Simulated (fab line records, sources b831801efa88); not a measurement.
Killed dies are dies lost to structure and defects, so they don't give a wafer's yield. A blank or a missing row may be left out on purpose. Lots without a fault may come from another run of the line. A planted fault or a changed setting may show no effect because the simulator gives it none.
A sampling plan put to the test | flow sfq_line | one fab line, 61 faults that these records tell of, each judged on the records of the lots that it struck
The plan is the line's own looks: the steps of the route at which a gauge or an inspection reads the wafer and doesn't change it. A look can be judged if struck wafers have a number there and the file gives its usual mean and standard deviation on fault-free wafers. Caught: at a look after the fault's first step, the mean of the struck wafers lies 4 or more of those standard deviations (sigma) from the usual mean. On the tool: the same test on the tool's own readings at the fault's steps. Another recipe on the struck wafers, or a record that is blank for them alone, also counts as caught.

THE FAULTS, as the simulator had put them in
1. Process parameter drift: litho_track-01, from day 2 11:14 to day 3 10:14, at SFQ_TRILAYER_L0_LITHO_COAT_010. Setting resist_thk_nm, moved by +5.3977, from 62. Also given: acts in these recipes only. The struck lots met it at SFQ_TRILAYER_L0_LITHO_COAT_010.
2. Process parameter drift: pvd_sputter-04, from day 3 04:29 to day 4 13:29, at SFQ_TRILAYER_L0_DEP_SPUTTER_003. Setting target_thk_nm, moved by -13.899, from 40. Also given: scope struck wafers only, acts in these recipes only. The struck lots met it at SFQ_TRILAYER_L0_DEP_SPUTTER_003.
3. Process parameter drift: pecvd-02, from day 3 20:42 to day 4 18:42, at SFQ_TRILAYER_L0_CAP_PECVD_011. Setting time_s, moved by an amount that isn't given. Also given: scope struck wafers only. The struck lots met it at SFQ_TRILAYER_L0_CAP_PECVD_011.
4. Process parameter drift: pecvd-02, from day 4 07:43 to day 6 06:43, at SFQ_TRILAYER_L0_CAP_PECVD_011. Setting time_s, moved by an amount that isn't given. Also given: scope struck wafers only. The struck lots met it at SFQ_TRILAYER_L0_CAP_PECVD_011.
5. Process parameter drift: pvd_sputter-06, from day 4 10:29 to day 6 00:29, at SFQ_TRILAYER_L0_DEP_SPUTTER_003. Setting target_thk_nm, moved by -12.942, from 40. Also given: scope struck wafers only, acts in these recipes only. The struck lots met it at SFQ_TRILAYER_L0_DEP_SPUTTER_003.
6. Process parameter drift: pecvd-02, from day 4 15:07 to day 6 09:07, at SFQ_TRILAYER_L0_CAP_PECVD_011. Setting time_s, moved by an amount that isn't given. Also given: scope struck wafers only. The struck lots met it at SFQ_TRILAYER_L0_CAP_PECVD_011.
7. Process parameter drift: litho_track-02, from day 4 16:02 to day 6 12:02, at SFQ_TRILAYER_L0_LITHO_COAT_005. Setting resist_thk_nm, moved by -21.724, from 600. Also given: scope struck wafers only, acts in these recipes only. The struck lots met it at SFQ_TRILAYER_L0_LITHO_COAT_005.
8. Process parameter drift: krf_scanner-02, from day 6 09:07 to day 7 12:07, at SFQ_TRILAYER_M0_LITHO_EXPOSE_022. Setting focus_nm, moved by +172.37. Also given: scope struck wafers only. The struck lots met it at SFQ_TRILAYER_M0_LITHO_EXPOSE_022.
9. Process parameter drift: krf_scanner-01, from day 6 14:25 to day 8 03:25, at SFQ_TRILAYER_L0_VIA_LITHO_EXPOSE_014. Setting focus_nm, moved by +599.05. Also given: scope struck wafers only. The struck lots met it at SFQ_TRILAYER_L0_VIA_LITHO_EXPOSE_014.
10. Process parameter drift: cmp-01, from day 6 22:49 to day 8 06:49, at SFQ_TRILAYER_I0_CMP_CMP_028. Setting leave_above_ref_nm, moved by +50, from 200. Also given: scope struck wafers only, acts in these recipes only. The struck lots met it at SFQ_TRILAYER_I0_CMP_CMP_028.
11. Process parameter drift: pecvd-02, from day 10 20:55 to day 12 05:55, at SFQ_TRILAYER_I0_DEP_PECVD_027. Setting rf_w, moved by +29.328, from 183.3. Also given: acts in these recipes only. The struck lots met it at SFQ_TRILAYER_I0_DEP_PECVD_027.
12. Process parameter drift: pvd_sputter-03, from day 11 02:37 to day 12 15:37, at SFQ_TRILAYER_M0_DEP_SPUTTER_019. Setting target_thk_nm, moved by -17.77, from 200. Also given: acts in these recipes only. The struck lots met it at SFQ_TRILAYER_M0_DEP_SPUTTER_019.
13. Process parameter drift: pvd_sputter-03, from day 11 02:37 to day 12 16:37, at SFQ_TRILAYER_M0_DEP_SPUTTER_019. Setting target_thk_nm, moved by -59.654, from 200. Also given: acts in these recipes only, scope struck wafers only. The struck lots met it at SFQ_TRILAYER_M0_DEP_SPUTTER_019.
14. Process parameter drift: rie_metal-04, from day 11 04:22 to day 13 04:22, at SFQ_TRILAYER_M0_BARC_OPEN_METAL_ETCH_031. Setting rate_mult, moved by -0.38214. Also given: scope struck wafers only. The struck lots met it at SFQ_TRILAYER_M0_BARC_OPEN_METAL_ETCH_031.
15. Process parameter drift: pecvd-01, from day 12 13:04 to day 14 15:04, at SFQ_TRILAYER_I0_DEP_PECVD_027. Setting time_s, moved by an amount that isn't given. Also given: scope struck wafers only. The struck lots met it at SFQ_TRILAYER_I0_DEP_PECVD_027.
16. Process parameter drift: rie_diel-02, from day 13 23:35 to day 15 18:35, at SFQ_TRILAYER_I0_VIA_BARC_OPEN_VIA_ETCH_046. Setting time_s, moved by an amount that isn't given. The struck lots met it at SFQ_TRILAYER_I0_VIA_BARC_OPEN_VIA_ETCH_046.
17. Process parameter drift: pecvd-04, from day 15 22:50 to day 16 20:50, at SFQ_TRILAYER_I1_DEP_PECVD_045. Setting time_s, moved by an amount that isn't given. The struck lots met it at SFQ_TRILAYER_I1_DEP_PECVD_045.
18. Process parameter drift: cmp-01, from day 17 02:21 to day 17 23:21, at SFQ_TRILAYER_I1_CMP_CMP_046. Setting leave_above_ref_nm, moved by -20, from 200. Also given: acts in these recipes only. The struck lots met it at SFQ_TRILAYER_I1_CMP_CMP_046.
19. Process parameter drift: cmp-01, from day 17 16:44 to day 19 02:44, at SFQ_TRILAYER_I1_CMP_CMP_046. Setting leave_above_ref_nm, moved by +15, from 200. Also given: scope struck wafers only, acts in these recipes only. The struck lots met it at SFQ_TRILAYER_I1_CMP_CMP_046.
20. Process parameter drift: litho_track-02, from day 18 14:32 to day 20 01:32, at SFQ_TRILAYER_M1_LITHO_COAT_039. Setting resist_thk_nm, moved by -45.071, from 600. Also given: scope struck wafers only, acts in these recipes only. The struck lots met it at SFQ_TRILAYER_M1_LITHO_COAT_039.
21. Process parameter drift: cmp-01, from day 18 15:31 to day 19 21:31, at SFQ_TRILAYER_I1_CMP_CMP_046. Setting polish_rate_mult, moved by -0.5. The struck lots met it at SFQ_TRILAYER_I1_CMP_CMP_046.
22. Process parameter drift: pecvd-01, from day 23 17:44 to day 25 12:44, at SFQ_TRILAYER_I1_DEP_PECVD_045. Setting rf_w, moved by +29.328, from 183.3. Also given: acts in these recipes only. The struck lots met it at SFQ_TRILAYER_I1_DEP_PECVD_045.
23. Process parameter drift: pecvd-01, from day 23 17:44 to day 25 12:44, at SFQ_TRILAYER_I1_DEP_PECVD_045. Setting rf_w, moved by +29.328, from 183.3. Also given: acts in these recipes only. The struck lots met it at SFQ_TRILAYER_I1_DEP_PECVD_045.
24. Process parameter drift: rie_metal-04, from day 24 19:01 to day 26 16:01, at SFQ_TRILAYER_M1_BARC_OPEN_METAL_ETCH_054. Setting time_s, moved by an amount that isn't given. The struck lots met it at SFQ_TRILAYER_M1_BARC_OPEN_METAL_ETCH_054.
25. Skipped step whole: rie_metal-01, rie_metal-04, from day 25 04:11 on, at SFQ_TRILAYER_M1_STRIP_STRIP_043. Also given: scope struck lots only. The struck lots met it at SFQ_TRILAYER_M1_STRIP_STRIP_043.
26. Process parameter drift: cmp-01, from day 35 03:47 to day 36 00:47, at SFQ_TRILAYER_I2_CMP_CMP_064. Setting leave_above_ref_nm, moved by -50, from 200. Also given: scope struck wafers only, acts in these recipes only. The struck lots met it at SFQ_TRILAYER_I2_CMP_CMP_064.
27. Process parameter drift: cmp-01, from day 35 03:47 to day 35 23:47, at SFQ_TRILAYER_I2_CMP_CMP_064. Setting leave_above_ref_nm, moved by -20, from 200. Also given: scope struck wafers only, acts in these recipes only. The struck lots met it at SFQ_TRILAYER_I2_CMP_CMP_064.
28. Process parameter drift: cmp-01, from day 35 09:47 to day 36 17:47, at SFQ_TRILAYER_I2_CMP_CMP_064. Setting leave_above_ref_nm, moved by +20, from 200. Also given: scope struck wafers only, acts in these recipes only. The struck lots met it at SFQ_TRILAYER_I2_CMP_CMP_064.
29. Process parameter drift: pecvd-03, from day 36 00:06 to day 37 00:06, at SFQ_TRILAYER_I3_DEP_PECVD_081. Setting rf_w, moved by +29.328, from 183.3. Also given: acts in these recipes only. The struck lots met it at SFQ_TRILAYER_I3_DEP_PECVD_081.
30. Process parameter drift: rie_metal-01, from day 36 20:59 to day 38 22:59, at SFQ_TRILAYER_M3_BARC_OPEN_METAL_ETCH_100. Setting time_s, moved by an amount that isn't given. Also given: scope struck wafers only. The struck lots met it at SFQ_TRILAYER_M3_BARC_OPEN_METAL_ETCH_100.
31. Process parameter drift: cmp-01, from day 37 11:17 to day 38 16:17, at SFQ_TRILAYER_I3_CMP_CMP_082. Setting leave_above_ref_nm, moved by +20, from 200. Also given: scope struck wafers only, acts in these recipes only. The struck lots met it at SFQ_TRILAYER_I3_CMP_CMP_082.
32. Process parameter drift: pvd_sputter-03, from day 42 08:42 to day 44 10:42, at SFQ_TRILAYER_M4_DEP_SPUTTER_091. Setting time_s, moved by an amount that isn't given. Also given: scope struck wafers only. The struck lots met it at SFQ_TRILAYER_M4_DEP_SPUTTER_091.
33. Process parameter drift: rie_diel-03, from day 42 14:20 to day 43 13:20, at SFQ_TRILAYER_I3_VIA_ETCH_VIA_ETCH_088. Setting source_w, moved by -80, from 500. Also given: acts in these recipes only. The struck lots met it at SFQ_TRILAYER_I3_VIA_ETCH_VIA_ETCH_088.
34. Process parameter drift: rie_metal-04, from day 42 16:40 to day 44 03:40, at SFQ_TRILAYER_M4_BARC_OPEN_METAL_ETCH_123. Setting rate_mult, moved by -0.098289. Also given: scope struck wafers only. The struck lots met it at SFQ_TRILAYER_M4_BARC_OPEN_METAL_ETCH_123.
35. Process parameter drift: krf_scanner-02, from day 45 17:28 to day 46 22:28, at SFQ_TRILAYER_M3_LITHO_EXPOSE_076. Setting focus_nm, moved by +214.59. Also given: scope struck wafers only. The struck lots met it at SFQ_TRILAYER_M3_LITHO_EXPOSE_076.
36. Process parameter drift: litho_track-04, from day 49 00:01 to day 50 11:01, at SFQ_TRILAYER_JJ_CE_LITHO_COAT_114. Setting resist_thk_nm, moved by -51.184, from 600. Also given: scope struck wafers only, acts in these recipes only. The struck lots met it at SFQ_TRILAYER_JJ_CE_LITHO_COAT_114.
37. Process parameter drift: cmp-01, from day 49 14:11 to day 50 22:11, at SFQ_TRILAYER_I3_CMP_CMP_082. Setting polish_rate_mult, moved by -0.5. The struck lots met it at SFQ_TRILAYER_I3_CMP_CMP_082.
38. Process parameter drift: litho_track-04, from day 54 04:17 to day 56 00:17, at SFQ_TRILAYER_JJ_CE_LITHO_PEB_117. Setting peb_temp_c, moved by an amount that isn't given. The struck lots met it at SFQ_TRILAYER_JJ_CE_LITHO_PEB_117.
39. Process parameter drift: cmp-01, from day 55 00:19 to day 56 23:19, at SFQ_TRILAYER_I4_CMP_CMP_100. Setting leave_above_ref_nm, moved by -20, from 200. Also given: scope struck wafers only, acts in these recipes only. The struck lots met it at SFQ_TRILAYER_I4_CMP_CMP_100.
40. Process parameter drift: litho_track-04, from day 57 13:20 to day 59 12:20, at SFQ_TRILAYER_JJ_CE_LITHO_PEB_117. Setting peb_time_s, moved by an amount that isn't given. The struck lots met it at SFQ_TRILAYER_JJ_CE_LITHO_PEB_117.
41. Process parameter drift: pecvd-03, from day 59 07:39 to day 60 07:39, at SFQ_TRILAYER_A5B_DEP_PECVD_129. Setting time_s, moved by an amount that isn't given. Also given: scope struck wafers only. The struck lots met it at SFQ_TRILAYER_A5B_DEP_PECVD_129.
42. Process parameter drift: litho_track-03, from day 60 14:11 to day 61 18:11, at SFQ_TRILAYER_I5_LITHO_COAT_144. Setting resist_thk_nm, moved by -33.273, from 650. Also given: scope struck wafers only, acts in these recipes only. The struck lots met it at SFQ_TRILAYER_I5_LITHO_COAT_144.
43. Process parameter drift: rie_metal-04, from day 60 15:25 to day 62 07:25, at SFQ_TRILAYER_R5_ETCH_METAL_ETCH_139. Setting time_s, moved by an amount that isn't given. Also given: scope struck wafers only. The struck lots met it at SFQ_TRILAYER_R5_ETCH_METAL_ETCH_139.
44. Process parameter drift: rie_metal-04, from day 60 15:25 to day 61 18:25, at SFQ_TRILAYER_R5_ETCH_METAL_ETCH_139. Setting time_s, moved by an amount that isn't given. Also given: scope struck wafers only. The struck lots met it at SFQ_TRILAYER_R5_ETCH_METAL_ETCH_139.
45. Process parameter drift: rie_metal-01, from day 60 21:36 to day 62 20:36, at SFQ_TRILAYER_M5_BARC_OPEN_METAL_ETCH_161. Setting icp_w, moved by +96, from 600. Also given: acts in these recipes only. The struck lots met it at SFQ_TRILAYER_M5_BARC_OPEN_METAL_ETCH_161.
46. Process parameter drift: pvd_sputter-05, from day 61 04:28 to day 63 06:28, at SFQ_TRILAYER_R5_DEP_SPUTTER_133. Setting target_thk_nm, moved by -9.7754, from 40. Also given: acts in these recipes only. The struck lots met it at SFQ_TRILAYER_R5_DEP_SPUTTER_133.
47. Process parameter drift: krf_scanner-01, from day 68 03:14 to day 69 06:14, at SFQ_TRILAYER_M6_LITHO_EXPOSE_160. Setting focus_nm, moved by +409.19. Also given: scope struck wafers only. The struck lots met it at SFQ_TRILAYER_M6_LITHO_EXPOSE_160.
48. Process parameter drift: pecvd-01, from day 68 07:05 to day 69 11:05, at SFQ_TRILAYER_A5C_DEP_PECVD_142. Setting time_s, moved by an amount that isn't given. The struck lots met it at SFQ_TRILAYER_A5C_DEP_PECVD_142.
49. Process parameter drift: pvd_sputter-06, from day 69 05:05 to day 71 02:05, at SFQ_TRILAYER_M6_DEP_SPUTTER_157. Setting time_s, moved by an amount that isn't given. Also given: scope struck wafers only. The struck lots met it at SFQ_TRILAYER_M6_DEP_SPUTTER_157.
50. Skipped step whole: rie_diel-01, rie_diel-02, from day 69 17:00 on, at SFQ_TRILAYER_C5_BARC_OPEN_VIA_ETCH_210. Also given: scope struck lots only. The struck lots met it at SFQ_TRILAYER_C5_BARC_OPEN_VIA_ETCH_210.
51. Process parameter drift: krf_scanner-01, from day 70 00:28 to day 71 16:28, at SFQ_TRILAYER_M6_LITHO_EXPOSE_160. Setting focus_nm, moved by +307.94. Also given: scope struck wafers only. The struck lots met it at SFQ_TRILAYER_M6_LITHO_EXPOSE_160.
52. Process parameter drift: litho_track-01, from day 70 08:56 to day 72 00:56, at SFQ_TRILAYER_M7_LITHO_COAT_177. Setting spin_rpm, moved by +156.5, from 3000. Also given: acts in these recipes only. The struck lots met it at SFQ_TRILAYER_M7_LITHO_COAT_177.
53. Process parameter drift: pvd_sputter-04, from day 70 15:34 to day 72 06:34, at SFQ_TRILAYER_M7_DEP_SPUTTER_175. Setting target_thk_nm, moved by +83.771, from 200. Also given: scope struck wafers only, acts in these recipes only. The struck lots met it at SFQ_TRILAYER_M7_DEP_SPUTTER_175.
54. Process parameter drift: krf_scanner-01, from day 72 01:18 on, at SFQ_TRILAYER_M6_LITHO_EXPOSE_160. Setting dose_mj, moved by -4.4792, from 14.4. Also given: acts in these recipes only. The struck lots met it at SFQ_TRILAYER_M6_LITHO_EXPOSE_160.
55. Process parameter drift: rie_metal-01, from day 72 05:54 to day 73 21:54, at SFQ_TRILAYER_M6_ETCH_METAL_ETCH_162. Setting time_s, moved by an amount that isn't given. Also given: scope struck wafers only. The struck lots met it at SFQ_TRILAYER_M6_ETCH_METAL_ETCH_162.
56. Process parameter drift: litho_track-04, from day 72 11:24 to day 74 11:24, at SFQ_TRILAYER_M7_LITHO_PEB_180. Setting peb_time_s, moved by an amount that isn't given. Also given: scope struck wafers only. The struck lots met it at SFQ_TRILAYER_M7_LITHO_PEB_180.
57. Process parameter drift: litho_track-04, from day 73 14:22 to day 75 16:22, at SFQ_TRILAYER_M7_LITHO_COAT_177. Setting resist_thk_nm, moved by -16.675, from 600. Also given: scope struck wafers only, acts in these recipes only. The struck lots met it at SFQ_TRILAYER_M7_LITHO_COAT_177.
58. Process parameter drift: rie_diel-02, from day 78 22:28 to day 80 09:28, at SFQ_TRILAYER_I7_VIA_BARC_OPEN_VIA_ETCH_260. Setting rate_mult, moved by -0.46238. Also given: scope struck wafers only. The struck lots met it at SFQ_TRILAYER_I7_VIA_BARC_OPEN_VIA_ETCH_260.
59. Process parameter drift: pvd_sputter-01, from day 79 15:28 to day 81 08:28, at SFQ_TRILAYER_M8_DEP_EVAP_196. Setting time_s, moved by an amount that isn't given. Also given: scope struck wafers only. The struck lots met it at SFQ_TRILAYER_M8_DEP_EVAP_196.
60. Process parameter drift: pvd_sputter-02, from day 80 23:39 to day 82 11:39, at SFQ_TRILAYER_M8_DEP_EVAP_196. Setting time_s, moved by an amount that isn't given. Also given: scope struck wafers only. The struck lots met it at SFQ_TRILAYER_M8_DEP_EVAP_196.
61. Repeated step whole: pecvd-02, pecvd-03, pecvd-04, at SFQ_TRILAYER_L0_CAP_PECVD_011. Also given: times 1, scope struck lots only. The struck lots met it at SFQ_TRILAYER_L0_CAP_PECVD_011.

WHAT THE PLAN SAW
fault | on the tool itself                          | first look that catches it                      | reading, sigma         | median hours from its first step to that look | hours from the fault's start to the first struck lot there | judged looks passed uncaught
1     | under 2 sigma                               | no look after it can be judged                  | -                      | -                                             | -                                                          | 0
2     | under 2 sigma                               | SFQ_L0_RS_MEAS_901                              | L0_MONX_KI_RS +42      | 0.1                                           | 10                                                         | 0
3     | under 2 sigma                               | no look after it can be judged                  | -                      | -                                             | -                                                          | 0
4     | under 2 sigma                               | none of the 2 looks that can be judged after it | -                      | -                                             | -                                                          | 2
5     | under 2 sigma                               | SFQ_L0_RS_MEAS_901                              | L0_MONX_KI_RS +39      | 0.1                                           | 5                                                          | 0
6     | under 2 sigma                               | no look after it can be judged                  | -                      | -                                             | -                                                          | 0
7     | no reading that can be judged               | no look after it can be judged                  | -                      | -                                             | -                                                          | 0
8     | no reading that can be judged               | not the one look that can be judged after it    | -                      | -                                             | -                                                          | 1
9     | no reading that can be judged               | not the one look that can be judged after it    | -                      | -                                             | -                                                          | 1
10    | time_to_endpoint_s -5.3 sigma               | none of the 3 looks that can be judged after it | -                      | -                                             | -                                                          | 3
11    | rf_fwd_power_W +49 sigma                    | no look after it can be judged                  | -                      | -                                             | -                                                          | 0
12    | under 2 sigma                               | SFQ_M0_RS_MEAS_904                              | M0_NB_RS +8.6          | 0.1                                           | 5                                                          | 0
13    | under 2 sigma                               | SFQ_M0_RS_MEAS_904                              | M0_NB_RS +38           | 0.1                                           | 5                                                          | 0
14    | under 2 sigma                               | no look after it can be judged                  | -                      | -                                             | -                                                          | 0
15    | run_length_s -8.8 sigma                     | no look after it can be judged                  | -                      | -                                             | -                                                          | 0
16    | run_length_s +5.8 sigma                     | no look after it can be judged                  | -                      | -                                             | -                                                          | 0
17    | run_length_s +45 sigma                      | no look after it can be judged                  | -                      | -                                             | -                                                          | 0
18    | only faintly: time_to_endpoint_s +2.0 sigma | not the one look that can be judged after it    | -                      | -                                             | -                                                          | 1
19    | under 2 sigma                               | no look after it can be judged                  | -                      | -                                             | -                                                          | 0
20    | no reading that can be judged               | not the one look that can be judged after it    | -                      | -                                             | -                                                          | 1
21    | time_to_endpoint_s +10 sigma                | no look after it can be judged                  | -                      | -                                             | -                                                          | 0
22    | rf_fwd_power_W +45 sigma                    | not the one look that can be judged after it    | -                      | -                                             | -                                                          | 1
23    | rf_fwd_power_W +45 sigma                    | no look after it can be judged                  | -                      | -                                             | -                                                          | 0
24    | run_length_s +16 sigma                      | no look after it can be judged                  | -                      | -                                             | -                                                          | 0
25    | no reading that can be judged               | none of the 5 looks that can be judged after it | -                      | -                                             | -                                                          | 5
26    | time_to_endpoint_s +6.9 sigma               | no look after it can be judged                  | -                      | -                                             | -                                                          | 0
27    | only faintly: time_to_endpoint_s +2.1 sigma | no look after it can be judged                  | -                      | -                                             | -                                                          | 0
28    | under 2 sigma                               | not the one look that can be judged after it    | -                      | -                                             | -                                                          | 1
29    | rf_fwd_power_W +47 sigma                    | no look after it can be judged                  | -                      | -                                             | -                                                          | 0
30    | oes_product_au +21 sigma                    | no look after it can be judged                  | -                      | -                                             | -                                                          | 0
31    | under 2 sigma                               | not the one look that can be judged after it    | -                      | -                                             | -                                                          | 1
32    | under 2 sigma                               | SFQ_M4_RS_MEAS_924                              | M4_NB_RS -9.8          | 0.1                                           | 3                                                          | 0
33    | rf_fwd_power_W -46 sigma                    | no look after it can be judged                  | -                      | -                                             | -                                                          | 0
34    | under 2 sigma                               | no look after it can be judged                  | -                      | -                                             | -                                                          | 0
35    | no reading that can be judged               | none of the 5 looks that can be judged after it | -                      | -                                             | -                                                          | 5
36    | under 2 sigma                               | not the one look that can be judged after it    | -                      | -                                             | -                                                          | 1
37    | time_to_endpoint_s +11 sigma                | not the one look that can be judged after it    | -                      | -                                             | -                                                          | 1
38    | heater_power_total_W -22 sigma              | no look after it can be judged                  | -                      | -                                             | -                                                          | 0
39    | only faintly: time_to_endpoint_s +2.0 sigma | no look after it can be judged                  | -                      | -                                             | -                                                          | 0
40    | under 2 sigma                               | no look after it can be judged                  | -                      | -                                             | -                                                          | 0
41    | run_length_s -40 sigma                      | no look after it can be judged                  | -                      | -                                             | -                                                          | 0
42    | under 2 sigma                               | not the one look that can be judged after it    | -                      | -                                             | -                                                          | 1
43    | run_length_s +15 sigma                      | no look after it can be judged                  | -                      | -                                             | -                                                          | 0
44    | run_length_s +29 sigma                      | no look after it can be judged                  | -                      | -                                             | -                                                          | 0
45    | rf_fwd_power_W +43 sigma                    | no look after it can be judged                  | -                      | -                                             | -                                                          | 0
46    | under 2 sigma                               | SFQ_R5_RS_MEAS_933                              | R5_MONX_RS +26         | 0.1                                           | 17                                                         | 0
47    | under 2 sigma                               | none of the 5 looks that can be judged after it | -                      | -                                             | -                                                          | 5
48    | under 2 sigma                               | none of the 2 looks that can be judged after it | -                      | -                                             | -                                                          | 2
49    | under 2 sigma                               | SFQ_M6_RS_MEAS_938                              | M6_NB_RS -38           | 0.1                                           | 40                                                         | 0
50    | no reading that can be judged               | not the one look that can be judged after it    | -                      | -                                             | -                                                          | 1
51    | no reading that can be judged               | none of the 5 looks that can be judged after it | -                      | -                                             | -                                                          | 5
52    | spin_speed_rpm +87 sigma                    | not the one look that can be judged after it    | -                      | -                                             | -                                                          | 1
53    | under 2 sigma                               | SFQ_M7_RS_MEAS_943                              | M7_NB_RS -36           | 0.1                                           | 15                                                         | 0
54    | exposure_dose_mJ_cm2 -99 or beyond sigma    | none of the 5 looks that can be judged after it | -                      | -                                             | -                                                          | 5
55    | run_length_s -70 sigma                      | none of the 5 looks that can be judged after it | -                      | -                                             | -                                                          | 5
56    | heater_power_total_W +20 sigma              | not the one look that can be judged after it    | -                      | -                                             | -                                                          | 1
57    | no reading that can be judged               | not the one look that can be judged after it    | -                      | -                                             | -                                                          | 1
58    | under 2 sigma                               | no look after it can be judged                  | -                      | -                                             | -                                                          | 0
59    | no reading that can be judged               | SFQ_M8_RS_MEAS_949                              | M8_AU_RS +99 or beyond | 0.5                                           | 13                                                         | 0
60    | no reading that can be judged               | SFQ_M8_RS_MEAS_949                              | M8_AU_RS -29           | 0.5                                           | 6                                                          | 0
61    | under 2 sigma                               | not the one look that can be judged after it    | -                      | -                                             | -                                                          | 1
A dash: the fault isn't caught, or these records don't give the number.

Caught at a look: 10 of 61. Caught on the tool: 23 of 61. By one or the other: 33 of 61.
Caught on the tool alone: faults 10, 11, 15, 16, 17, 21, 22, 23, 24, 26, 29, 30, 33, 37, 38, 41, 43, 44, 45, 52, 54, 55, 56.
Caught at a look alone: faults 2, 5, 12, 13, 32, 46, 49, 53, 59, 60.
Caught by neither: faults 1, 3, 4, 6, 7, 8, 9, 14, 18, 19, 20, 25, 27, 28, 31, 34, 35, 36, 39, 40, 42, 47, 48, 50, 51, 57, 58, 61.

THINNER SAMPLING
If the look that catches a fault measured only every second or every third lot, by lot number, the first struck lot would be measured this late in the worst case:
fault | struck lots at that look, in order of time | every lot | every second lot | every third lot
2     | L771, L772, L775                           | 10 h      | 15 h             | may miss all 3
5     | L696, L697, L702                           | 5 h       | 10 h             | may miss all 3
12    | L412, L414, L415                           | 5 h       | 27 h             | may miss all 3
13    | L520                                       | 5 h       | may miss it      | may miss it
32    | L108, L110                                 | 3 h       | may miss all 2   | may miss all 2
46    | L265, L268                                 | 17 h      | 35 h             | may miss all 2
49    | L443, L445                                 | 40 h      | may miss all 2   | may miss all 2
53    | L108                                       | 15 h      | may miss it      | may miss it
59    | L525, L526, L528                           | 13 h      | 18 h             | may miss all 3
60    | L994, L996, L998                           | 6 h       | may miss all 3   | 35 h
Hours are from the fault's start to the first struck lot that is measured. The limit of 4 sigma was tested on all struck wafers together, so one lot alone may lie under it. Other struck lots may not be in these records.

THE LONGEST TIMED WAY FROM STEP TO LOOK
Fault 59: a median of 0.5 hours passes between SFQ_TRILAYER_M8_DEP_EVAP_196 and SFQ_M8_RS_MEAS_949. No look between them can be judged.
